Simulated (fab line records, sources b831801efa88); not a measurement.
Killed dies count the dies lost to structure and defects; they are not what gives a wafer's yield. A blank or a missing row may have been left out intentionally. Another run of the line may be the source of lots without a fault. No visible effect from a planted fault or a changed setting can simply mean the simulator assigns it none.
Matching of chambers ; flow gf180mcu ; 4 sister chambers for GF_V3_CMP_04 on cmp-01
The step polishes SiO2. 4 wafers are shown with their chamber, then 10 later ones without.

== EACH WAFER AND ITS CHAMBER ==
wafer;chamber;motor current A (A)
L197.2;3;13.4
L209.3;0;12.3
L210.1;1;12.1
L210.2;2;12.4

== WAFERS WHOSE CHAMBER IS MISSING ==
wafer;motor current A (A)
L210.3;13.8
L213.2;12.6
L213.5;11.8
L213.6;13.6
L214.2;12.6
L214.4;12.8
L214.5;12.7
L215.2;13.4
L215.3;14.0
L215.5;12.8

== EACH ONE'S CHAMBER ==
wafer;from the rows above;in truth
L210.3;3;3
L213.2;can't be placed: 2 or 0 or 1 or 3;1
L213.5;can't be placed: 1 or 0 or 2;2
L213.6;3;3
L214.2;can't be placed: 2 or 0 or 1 or 3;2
L214.4;can't be placed: 2 or 0 or 3 or 1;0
L214.5;can't be placed: 2 or 0 or 1 or 3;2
L215.2;3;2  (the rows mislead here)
L215.3;3;3
L215.5;can't be placed: 2 or 0 or 3 or 1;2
Correct placement for 3 of the 10. Not placeable from these rows: 6 (in 6, the candidates include the true chamber). 1 placed wrongly.
How it was worked out, from the rows above alone: a wafer's distance from a chamber is the root of the sum, over the readings, of the square of ((its reading less the chamber's mean) divided by the reading's scatter). If the next closest chamber is less than 2 further off than the closest, the wafer can't be placed; otherwise it belongs to the closest. A chamber's mean is the mean of its shown wafers. The scatter (one wafer shown for each chamber): square how far every hidden wafer sits from the nearest shown wafer, average those squares and take the square root.
